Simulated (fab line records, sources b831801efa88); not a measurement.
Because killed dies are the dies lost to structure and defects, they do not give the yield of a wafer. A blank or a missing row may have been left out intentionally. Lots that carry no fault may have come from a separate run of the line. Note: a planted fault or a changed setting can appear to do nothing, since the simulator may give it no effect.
fab line records / flow sky130 / part 2 of 2: steps 29 to 37 of 37
[record] lots = 5 wafers = 15 last-day = 49
route steps=708 shown LOCAL_INTERCONNECT@395 CONTACT@406
lots that met no fault: from a run of the same line without faults
start-h: the number of hours between the record's first day and the start of the first shown wafer of the lot / wait-h: how many hours have passed since the lot's step before this one / " repeats the value in the row above / L1.1+2: several wafers, shown together as one row / - value missing, or start not given / * or withheld: withheld / < > ~ a bound
route shown NAME@n: names a module that has steps shown in the file, with the first one's number in the route / usual: mean/standard deviation taken from wafers without a fault / same: alike in all rows / chamber/n: place in a boat / sites: readings site by site / _std_site: how widely they spread, as a standard deviation / _edge_site: the outer-site mean with the inner-site mean subtracted / radius-mm: how far each site lies from the wafer's centre / mask NAME#n: copy n / behind: the last tool/chamber to shape the wafer / hold: reason for holding the lot/hours on hold/outcome of the hold / device: names the non-switching transistor (n, p or np) / end of line: tests run on the same wafers once the route is complete / a step without rows: its recipe alone / killed: the dies lost at the first sort to structure and to defects; this is not the yield of the wafer / map: a wafer's dies, x killed, . not, _ none there
set.NAME: the setting as run; set.NAME@STEP: as run at that earlier step / model.NAME: the simulator's own value behind a step, which no gauge read
lots at selected steps of the route; one table per step, one row per wafer
services: from which hour (start-h, from the record's first day; less than 0 if before it) a tool's chamber was out of use, for how many hours, and why
[[steps]]
[step SKY_CONTACT_ETCH_17]
[recipe] target = SiO2 chemistry = C4F8/O2/Ar stop-on = Si3N4 mask-material = KrF-thick source-w = 1500 bias-w = 1200 pressure-mtorr = 40 c4f8-flow-sccm = withheld O2_flow_sccm = 6 Ar_flow_sccm = 300 time-s = withheld target-depth-a = 3400
[usual] oes-product-au = 0.892/0.0048 rf-fwd-power-W = 1488/6
lot.wafer=L074.2 tool=rie-diel-03 chamber=3 start-h=735.68 wait-h=0.0 oes-product-au=0.887 rf-fwd-power-W=1482
lot.wafer=L074.3 tool=rie-diel-03 chamber=1 start-h=735.68 wait-h=0.0 oes-product-au=0.892 rf-fwd-power-W=1483
lot.wafer=L074.6 tool=rie-diel-03 chamber=3 start-h=735.68 wait-h=0.0 oes-product-au=0.890 rf-fwd-power-W=1483
lot.wafer=L077.2 tool=rie-diel-03 chamber=3 start-h=758.64 wait-h=0.0 oes-product-au=0.888 rf-fwd-power-W=1479
lot.wafer=L077.3 tool=rie-diel-03 chamber=0 start-h=758.64 wait-h=0.0 oes-product-au=0.891 rf-fwd-power-W=1483
lot.wafer=L077.5 tool=rie-diel-03 chamber=1 start-h=758.64 wait-h=0.0 oes-product-au=0.887 rf-fwd-power-W=1491
lot.wafer=L083.2 tool=rie-diel-02 chamber=0 start-h=805.93 wait-h=0.0 oes-product-au=0.890 rf-fwd-power-W=1490
lot.wafer=L083.4 tool=rie-diel-02 chamber=2 start-h=805.93 wait-h=0.0 oes-product-au=0.894 rf-fwd-power-W=1488
lot.wafer=L083.6 tool=rie-diel-02 chamber=3 start-h=805.93 wait-h=0.0 oes-product-au=0.898 rf-fwd-power-W=1487
lot.wafer=L085.1 tool=rie-diel-03 chamber=2 start-h=819.33 wait-h=0.0 oes-product-au=0.879 rf-fwd-power-W=1493
lot.wafer=L085.3 tool=rie-diel-03 chamber=3 start-h=819.33 wait-h=0.0 oes-product-au=0.886 rf-fwd-power-W=1475
lot.wafer=L085.6 tool=rie-diel-03 chamber=2 start-h=819.33 wait-h=0.0 oes-product-au=0.888 rf-fwd-power-W=1492
lot.wafer=L091.3 tool=rie-diel-01 chamber=3 start-h=869.23 wait-h=0.0 oes-product-au=0.890 rf-fwd-power-W=1494
lot.wafer=L091.4 tool=rie-diel-01 chamber=1 start-h=869.23 wait-h=0.0 oes-product-au=0.890 rf-fwd-power-W=1485
lot.wafer=L091.6 tool=rie-diel-01 chamber=0 start-h=869.23 wait-h=0.0 oes-product-au=0.894 rf-fwd-power-W=1481
[step SKY_CONTACT_ETCH_18]
[recipe] target = Si3N4 chemistry = CHF3/O2 stop-on = TiN source-w = 600 bias-w = 200 pressure-mtorr = 40 chf3-flow-sccm = 50 O2_flow_sccm = 5 time-s = 39 target-depth-a = 750
[usual] drypump-motor-current-A = 5.6/0.52 oes-product-au = 0.854/0.0073 rf-fwd-power-W = 593.1/2.7 throttle-valve-pct = 8.795/0.0096
lot.wafer=L074.2 tool=rie-diel-03 chamber=3 start-h=- wait-h=- drypump-motor-current-A=4.8 oes-product-au=0.848 rf-fwd-power-W=588.1 rf-hours-counter-h=15 throttle-valve-pct=8.794
lot.wafer=L074.3 tool=rie-diel-03 chamber=1 start-h=- wait-h=- drypump-motor-current-A=5.8 oes-product-au=0.850 rf-fwd-power-W=591.2 rf-hours-counter-h=9 throttle-valve-pct=8.797
lot.wafer=L074.6 tool=rie-diel-03 chamber=3 start-h=- wait-h=- drypump-motor-current-A=4.8 oes-product-au=0.858 rf-fwd-power-W=589.7 rf-hours-counter-h=- throttle-valve-pct=8.801
lot.wafer=L077.2 tool=rie-diel-03 chamber=3 start-h=- wait-h=- drypump-motor-current-A=4.7 oes-product-au=0.858 rf-fwd-power-W=589.5 rf-hours-counter-h=16 throttle-valve-pct=8.796
lot.wafer=L077.3 tool=rie-diel-03 chamber=0 start-h=- wait-h=- drypump-motor-current-A=6.0 oes-product-au=0.856 rf-fwd-power-W=593.0 rf-hours-counter-h=7 throttle-valve-pct=8.797
lot.wafer=L077.5 tool=rie-diel-03 chamber=1 start-h=- wait-h=- drypump-motor-current-A=5.8 oes-product-au=0.865 rf-fwd-power-W=591.7 rf-hours-counter-h=- throttle-valve-pct=8.804
lot.wafer=L083.2 tool=rie-diel-02 chamber=0 start-h=- wait-h=- drypump-motor-current-A=5.5 oes-product-au=0.852 rf-fwd-power-W=592.6 rf-hours-counter-h=7 throttle-valve-pct=8.778
lot.wafer=L083.4 tool=rie-diel-02 chamber=2 start-h=- wait-h=- drypump-motor-current-A=5.7 oes-product-au=0.862 rf-fwd-power-W=593.9 rf-hours-counter-h=16 throttle-valve-pct=8.803
lot.wafer=L083.6 tool=rie-diel-02 chamber=3 start-h=- wait-h=- drypump-motor-current-A=6.1 oes-product-au=0.858 rf-fwd-power-W=593.8 rf-hours-counter-h=- throttle-valve-pct=8.797
lot.wafer=L085.1 tool=rie-diel-03 chamber=2 start-h=- wait-h=- drypump-motor-current-A=5.7 oes-product-au=0.845 rf-fwd-power-W=594.3 rf-hours-counter-h=3 throttle-valve-pct=8.792
lot.wafer=L085.3 tool=rie-diel-03 chamber=3 start-h=- wait-h=- drypump-motor-current-A=4.8 oes-product-au=0.850 rf-fwd-power-W=592.5 rf-hours-counter-h=18 throttle-valve-pct=8.790
lot.wafer=L085.6 tool=rie-diel-03 chamber=2 start-h=- wait-h=- drypump-motor-current-A=5.7 oes-product-au=0.845 rf-fwd-power-W=591.3 rf-hours-counter-h=- throttle-valve-pct=8.795
lot.wafer=L091.3 tool=rie-diel-01 chamber=3 start-h=- wait-h=- drypump-motor-current-A=5.8 oes-product-au=0.861 rf-fwd-power-W=596.1 rf-hours-counter-h=10 throttle-valve-pct=8.792
lot.wafer=L091.4 tool=rie-diel-01 chamber=1 start-h=- wait-h=- drypump-motor-current-A=6.4 oes-product-au=0.844 rf-fwd-power-W=594.2 rf-hours-counter-h=27 throttle-valve-pct=8.785
lot.wafer=L091.6 tool=rie-diel-01 chamber=0 start-h=- wait-h=- drypump-motor-current-A=4.9 oes-product-au=0.859 rf-fwd-power-W=588.6 rf-hours-counter-h=- throttle-valve-pct=8.793
[step SKY_CONTACT_STRIP_19]
[recipe] chemistry = O2/N2 power-w = 1400 pressure-mtorr = 1500 platen-temp-c = withheld o2-flow-sccm = 3000 n2-flow-sccm = 300 overash-fraction = 0.5
[usual] drypump-motor-current-A = 5.4/0.42 oes-product-au = 0.381/0.0041 strip-time-to-endpoint-s = 3.613/0.024
lot.wafer=L074.2 tool=plasma-asher-04 chamber=1 start-h=735.77 wait-h=- drypump-motor-current-A=5.1 oes-product-au=0.380 rf-hours-counter-h=89 strip-time-to-endpoint-s=3.606
lot.wafer=L074.3 tool=plasma-asher-04 chamber=1 start-h=735.77 wait-h=- drypump-motor-current-A=5.1 oes-product-au=0.390 rf-hours-counter-h=- strip-time-to-endpoint-s=3.631
lot.wafer=L074.6 tool=plasma-asher-04 chamber=1 start-h=735.77 wait-h=- drypump-motor-current-A=5.1 oes-product-au=0.384 rf-hours-counter-h=- strip-time-to-endpoint-s=3.579
lot.wafer=L077.2 tool=plasma-asher-01 chamber=1 start-h=758.73 wait-h=- drypump-motor-current-A=5.3 oes-product-au=0.380 rf-hours-counter-h=61 strip-time-to-endpoint-s=3.591
lot.wafer=L077.3 tool=plasma-asher-01 chamber=0 start-h=758.73 wait-h=- drypump-motor-current-A=5.2 oes-product-au=0.382 rf-hours-counter-h=- strip-time-to-endpoint-s=3.595
lot.wafer=L077.5 tool=plasma-asher-01 chamber=0 start-h=758.73 wait-h=- drypump-motor-current-A=5.2 oes-product-au=0.383 rf-hours-counter-h=- strip-time-to-endpoint-s=3.614
lot.wafer=L083.2 tool=plasma-asher-04 chamber=0 start-h=806.02 wait-h=- drypump-motor-current-A=5.2 oes-product-au=0.387 rf-hours-counter-h=95 strip-time-to-endpoint-s=3.620
lot.wafer=L083.4 tool=plasma-asher-04 chamber=1 start-h=806.02 wait-h=- drypump-motor-current-A=5.1 oes-product-au=0.375 rf-hours-counter-h=- strip-time-to-endpoint-s=3.577
lot.wafer=L083.6 tool=plasma-asher-04 chamber=0 start-h=806.02 wait-h=- drypump-motor-current-A=5.2 oes-product-au=0.375 rf-hours-counter-h=- strip-time-to-endpoint-s=3.599
lot.wafer=L085.1 tool=plasma-asher-01 chamber=0 start-h=819.42 wait-h=- drypump-motor-current-A=5.2 oes-product-au=0.386 rf-hours-counter-h=67 strip-time-to-endpoint-s=3.624
lot.wafer=L085.3 tool=plasma-asher-01 chamber=1 start-h=819.42 wait-h=- drypump-motor-current-A=5.4 oes-product-au=0.373 rf-hours-counter-h=- strip-time-to-endpoint-s=3.550
lot.wafer=L085.6 tool=plasma-asher-01 chamber=0 start-h=819.42 wait-h=- drypump-motor-current-A=5.2 oes-product-au=0.379 rf-hours-counter-h=- strip-time-to-endpoint-s=3.588
lot.wafer=L091.3 tool=plasma-asher-04 chamber=0 start-h=869.35 wait-h=- drypump-motor-current-A=5.2 oes-product-au=0.376 rf-hours-counter-h=- strip-time-to-endpoint-s=3.608
lot.wafer=L091.4 tool=plasma-asher-04 chamber=1 start-h=869.35 wait-h=- drypump-motor-current-A=5.1 oes-product-au=0.382 rf-hours-counter-h=- strip-time-to-endpoint-s=3.635
lot.wafer=L091.6 tool=plasma-asher-04 chamber=1 start-h=869.35 wait-h=- drypump-motor-current-A=5.1 oes-product-au=0.382 rf-hours-counter-h=- strip-time-to-endpoint-s=3.616
[step SKY_CONTACT_STRIP_20]
[recipe] chemistry = post-etch-residue-remover time-s = 1200 temp-c = 72.5
[usual] temp-c = 72.51/0.11
lot.wafer=L074.2 tool=wet-bench-02 chamber=0 start-h=735.87 wait-h=0.1 temp-c=72.51
lot.wafer=L074.3 tool=wet-bench-02 chamber=0 start-h=735.87 wait-h=0.1 temp-c=72.42
lot.wafer=L074.6 tool=wet-bench-02 chamber=0 start-h=735.87 wait-h=0.1 temp-c=72.35
lot.wafer=L077.2 tool=wet-bench-02 chamber=2 start-h=758.83 wait-h=0.1 temp-c=72.39
lot.wafer=L077.3 tool=wet-bench-02 chamber=2 start-h=758.83 wait-h=0.1 temp-c=72.61
lot.wafer=L077.5 tool=wet-bench-02 chamber=2 start-h=758.83 wait-h=0.1 temp-c=72.22
lot.wafer=L083.2 tool=wet-bench-03 chamber=3 start-h=806.12 wait-h=0.1 temp-c=72.37
lot.wafer=L083.4 tool=wet-bench-03 chamber=3 start-h=806.12 wait-h=0.1 temp-c=72.54
lot.wafer=L083.6 tool=wet-bench-03 chamber=3 start-h=806.12 wait-h=0.1 temp-c=72.52
lot.wafer=L085.1 tool=wet-bench-04 chamber=0 start-h=819.52 wait-h=0.1 temp-c=72.58
lot.wafer=L085.3 tool=wet-bench-04 chamber=0 start-h=819.52 wait-h=0.1 temp-c=72.47
lot.wafer=L085.6 tool=wet-bench-04 chamber=0 start-h=819.52 wait-h=0.1 temp-c=72.80
lot.wafer=L091.3 tool=wet-bench-04 chamber=0 start-h=869.42 wait-h=0.0 temp-c=72.44
lot.wafer=L091.4 tool=wet-bench-04 chamber=0 start-h=869.42 wait-h=0.0 temp-c=72.46
lot.wafer=L091.6 tool=wet-bench-04 chamber=0 start-h=869.42 wait-h=0.0 temp-c=72.60
[step SKY_CONTACT_CLEAN_21]
[recipe] chemistry = IPA time-s = 180 temp-c = 25
[usual] temp-c = 24.99/0.11
lot.wafer=L074.2 tool=wet-bench-04 chamber=1 start-h=736.21 wait-h=0.0 temp-c=25.03
lot.wafer=L074.3 tool=wet-bench-04 chamber=1 start-h=736.21 wait-h=0.0 temp-c=24.91
lot.wafer=L074.6 tool=wet-bench-04 chamber=1 start-h=736.21 wait-h=0.0 temp-c=25.17
lot.wafer=L077.2 tool=wet-bench-03 chamber=0 start-h=759.23 wait-h=0.0 temp-c=24.93
lot.wafer=L077.3 tool=wet-bench-03 chamber=0 start-h=759.23 wait-h=0.0 temp-c=24.96
lot.wafer=L077.5 tool=wet-bench-03 chamber=0 start-h=759.23 wait-h=0.0 temp-c=24.99
lot.wafer=L083.2 tool=wet-bench-04 chamber=2 start-h=806.46 wait-h=0.0 temp-c=25.00
lot.wafer=L083.4 tool=wet-bench-04 chamber=2 start-h=806.46 wait-h=0.0 temp-c=25.13
lot.wafer=L083.6 tool=wet-bench-04 chamber=2 start-h=806.46 wait-h=0.0 temp-c=25.06
lot.wafer=L085.1 tool=wet-bench-04 chamber=1 start-h=819.86 wait-h=0.0 temp-c=24.81
lot.wafer=L085.3 tool=wet-bench-04 chamber=1 start-h=819.86 wait-h=0.0 temp-c=24.94
lot.wafer=L085.6 tool=wet-bench-04 chamber=1 start-h=819.86 wait-h=0.0 temp-c=24.90
lot.wafer=L091.3 tool=wet-bench-02 chamber=0 start-h=869.76 wait-h=0.0 temp-c=25.05
lot.wafer=L091.4 tool=wet-bench-02 chamber=0 start-h=869.76 wait-h=0.0 temp-c=25.12
lot.wafer=L091.6 tool=wet-bench-02 chamber=0 start-h=869.76 wait-h=0.0 temp-c=25.14
[step SKY_CONTACT_CLEAN_22]
[recipe] chemistry = O3/DIW dry = n2-spin
lot.wafer=L074.2+3+6 tool=wet-bench-02 chamber=1 start-h=736.27 wait-h=0.0
lot.wafer=L077.2+3+5 tool=wet-bench-04 chamber=1 start-h=759.29 wait-h=0.0
lot.wafer=L083.2+4+6 tool=wet-bench-03 chamber=0 start-h=806.52 wait-h=0.0
lot.wafer=L085.1+3+6 tool=wet-bench-03 chamber=0 start-h=819.92 wait-h=0.0
lot.wafer=L091.3+4+6 tool=wet-bench-03 chamber=2 start-h=869.82 wait-h=0.0
[step SKY_CONTACT_SPUTTER_23]
[recipe] material = TiN target-thk-nm = 20 chamber-pressure-pa = 5 power-w = 4000 time-s = 80
[usual] throttle-valve-pct = 29.5/1.5
lot.wafer=L074.2 tool=pvd-sputter-02 chamber=- start-h=736.36 wait-h=0.0 throttle-valve-pct=31.6
lot.wafer=L074.3 tool=pvd-sputter-02 chamber=- start-h=736.36 wait-h=0.0 throttle-valve-pct=27.6
lot.wafer=L074.6 tool=pvd-sputter-02 chamber=- start-h=736.36 wait-h=0.0 throttle-valve-pct=29.8
lot.wafer=L077.2 tool=pvd-sputter-02 chamber=- start-h=759.39 wait-h=0.0 throttle-valve-pct=28.3
lot.wafer=L077.3 tool=pvd-sputter-02 chamber=- start-h=759.39 wait-h=0.0 throttle-valve-pct=29.8
lot.wafer=L077.5 tool=pvd-sputter-02 chamber=- start-h=759.39 wait-h=0.0 throttle-valve-pct=27.8
lot.wafer=L083.2 tool=pvd-sputter-01 chamber=- start-h=806.61 wait-h=0.0 throttle-valve-pct=27.5
lot.wafer=L083.4 tool=pvd-sputter-01 chamber=- start-h=806.61 wait-h=0.0 throttle-valve-pct=29.7
lot.wafer=L083.6 tool=pvd-sputter-01 chamber=- start-h=806.61 wait-h=0.0 throttle-valve-pct=29.8
lot.wafer=L085.1 tool=pvd-sputter-02 chamber=- start-h=820.01 wait-h=0.0 throttle-valve-pct=29.6
lot.wafer=L085.3 tool=pvd-sputter-02 chamber=- start-h=820.01 wait-h=0.0 throttle-valve-pct=28.2
lot.wafer=L085.6 tool=pvd-sputter-02 chamber=- start-h=820.01 wait-h=0.0 throttle-valve-pct=29.9
lot.wafer=L091.3 tool=pvd-sputter-02 chamber=- start-h=869.92 wait-h=0.0 throttle-valve-pct=29.6
lot.wafer=L091.4 tool=pvd-sputter-02 chamber=- start-h=869.92 wait-h=0.0 throttle-valve-pct=31.1
lot.wafer=L091.6 tool=pvd-sputter-02 chamber=- start-h=869.92 wait-h=0.0 throttle-valve-pct=31.8
[step SKY_CONTACT_CVD_24]
[recipe] material = W target-thk-nm = 340 time-s = 102.12 temp-c = 400 pressure-torr = 40
[usual] heater-power-w = 846/76
lot.wafer=L074.2 tool=cvd-w-01 chamber=0 start-h=736.48 wait-h=0.1 heater-power-w=796
lot.wafer=L074.3 tool=cvd-w-01 chamber=0 start-h=736.48 wait-h=0.1 heater-power-w=802
lot.wafer=L074.6 tool=cvd-w-01 chamber=1 start-h=736.48 wait-h=0.1 heater-power-w=968
lot.wafer=L077.2 tool=cvd-w-01 chamber=0 start-h=759.45 wait-h=0.0 heater-power-w=804
lot.wafer=L077.3 tool=cvd-w-01 chamber=1 start-h=759.45 wait-h=0.0 heater-power-w=948
lot.wafer=L077.5 tool=cvd-w-01 chamber=0 start-h=759.45 wait-h=0.0 heater-power-w=800
lot.wafer=L083.2 tool=cvd-w-01 chamber=1 start-h=806.68 wait-h=0.0 heater-power-w=964
lot.wafer=L083.4 tool=cvd-w-01 chamber=0 start-h=806.68 wait-h=0.0 heater-power-w=780
lot.wafer=L083.6 tool=cvd-w-01 chamber=1 start-h=806.68 wait-h=0.0 heater-power-w=984
lot.wafer=L085.1 tool=cvd-w-01 chamber=1 start-h=820.08 wait-h=0.0 heater-power-w=934
lot.wafer=L085.3 tool=cvd-w-01 chamber=1 start-h=820.08 wait-h=0.0 heater-power-w=976
lot.wafer=L085.6 tool=cvd-w-01 chamber=0 start-h=820.08 wait-h=0.0 heater-power-w=820
lot.wafer=L091.3 tool=cvd-w-01 chamber=1 start-h=870.02 wait-h=0.1 heater-power-w=942
lot.wafer=L091.4 tool=cvd-w-01 chamber=0 start-h=870.02 wait-h=0.1 heater-power-w=805
lot.wafer=L091.6 tool=cvd-w-01 chamber=0 start-h=870.02 wait-h=0.1 heater-power-w=817
[step SKY_CONTACT_RS_MEAS_25]
[recipe] thk-meas-gauge = four-point-probe reads = W_of_CONTACT_CVD_24+TiN_of_CONTACT_SPUTTER_23
[usual] CONTACT_W_RS = 0.333/0.0063
lot.wafer=L074.2 tool=film-metro-04 chamber=- start-h=736.61 wait-h=0.1 CONTACT_W_RS[ohm/sq]=0.326
lot.wafer=L074.3 tool=film-metro-04 chamber=- start-h=736.61 wait-h=0.1 CONTACT_W_RS[ohm/sq]=0.327
lot.wafer=L074.6 tool=film-metro-04 chamber=- start-h=736.61 wait-h=0.1 CONTACT_W_RS[ohm/sq]=0.340
lot.wafer=L077.2 tool=film-metro-02 chamber=- start-h=759.58 wait-h=0.1 CONTACT_W_RS[ohm/sq]=0.326
lot.wafer=L077.3 tool=film-metro-02 chamber=- start-h=759.58 wait-h=0.1 CONTACT_W_RS[ohm/sq]=0.345
lot.wafer=L077.5 tool=film-metro-02 chamber=- start-h=759.58 wait-h=0.1 CONTACT_W_RS[ohm/sq]=0.329
lot.wafer=L083.2 tool=film-metro-04 chamber=- start-h=806.81 wait-h=0.1 CONTACT_W_RS[ohm/sq]=0.339
lot.wafer=L083.4 tool=film-metro-04 chamber=- start-h=806.81 wait-h=0.1 CONTACT_W_RS[ohm/sq]=0.332
lot.wafer=L083.6 tool=film-metro-04 chamber=- start-h=806.81 wait-h=0.1 CONTACT_W_RS[ohm/sq]=0.339
lot.wafer=L085.1 tool=film-metro-01 chamber=- start-h=820.19 wait-h=0.1 CONTACT_W_RS[ohm/sq]=0.336
lot.wafer=L085.3 tool=film-metro-01 chamber=- start-h=820.19 wait-h=0.1 CONTACT_W_RS[ohm/sq]=0.333
lot.wafer=L085.6 tool=film-metro-01 chamber=- start-h=820.19 wait-h=0.1 CONTACT_W_RS[ohm/sq]=0.318
lot.wafer=L091.3 tool=film-metro-01 chamber=- start-h=870.13 wait-h=0.1 CONTACT_W_RS[ohm/sq]=0.336
lot.wafer=L091.4 tool=film-metro-01 chamber=- start-h=870.13 wait-h=0.1 CONTACT_W_RS[ohm/sq]=0.323
lot.wafer=L091.6 tool=film-metro-01 chamber=- start-h=870.13 wait-h=0.1 CONTACT_W_RS[ohm/sq]=0.327
[[services]]
tool=krf-scanner-02 chamber=- start-h=673.21 hours=3.6 kind=repair
tool=hdpcvd-02 chamber=- start-h=679.26 hours=0.8 kind=pm
tool=plasma-asher-04 chamber=- start-h=681.56 hours=2.1 kind=repair
tool=wet-bench-04 chamber=- start-h=683.17 hours=1.9 kind=pm
tool=hdpcvd-02 chamber=- start-h=687.77 hours=2.8 kind=pm
tool=cmp-01 chamber=- start-h=690.04 hours=0.7 kind=repair
tool=hdpcvd-02 chamber=- start-h=699.12 hours=6.0 kind=pm
tool=krf-scanner-02 chamber=- start-h=702.27 hours=1.3 kind=pm
tool=krf-scanner-02 chamber=- start-h=717.30 hours=1.1 kind=repair
tool=wet-bench-03 chamber=- start-h=719.33 hours=1.8 kind=repair
tool=plasma-asher-03 chamber=- start-h=733.75 hours=9.0 kind=pm
tool=cmp-01 chamber=- start-h=745.95 hours=0.4 kind=repair
tool=cmp-01 chamber=- start-h=747.32 hours=4.0 kind=pm
tool=hdpcvd-02 chamber=0 start-h=787.72 hours=21.1 kind=repair
tool=cmp-01 chamber=- start-h=793.64 hours=0.8 kind=repair
tool=wet-bench-03 chamber=- start-h=812.75 hours=1.9 kind=pm
tool=krf-scanner-02 chamber=- start-h=814.10 hours=0.8 kind=pm
tool=rie-diel-03 chamber=1 start-h=814.68 hours=3.0 kind=repair
tool=krf-scanner-02 chamber=- start-h=819.81 hours=0.8 kind=pm
tool=rie-diel-03 chamber=3 start-h=828.33 hours=6.8 kind=repair
tool=krf-scanner-02 chamber=- start-h=832.33 hours=1.0 kind=pm
tool=hdpcvd-02 chamber=1 start-h=849.22 hours=19.8 kind=repair
tool=rie-diel-03 chamber=1 start-h=849.83 hours=11.1 kind=repair
tool=cmp-01 chamber=- start-h=855.69 hours=1.4 kind=repair
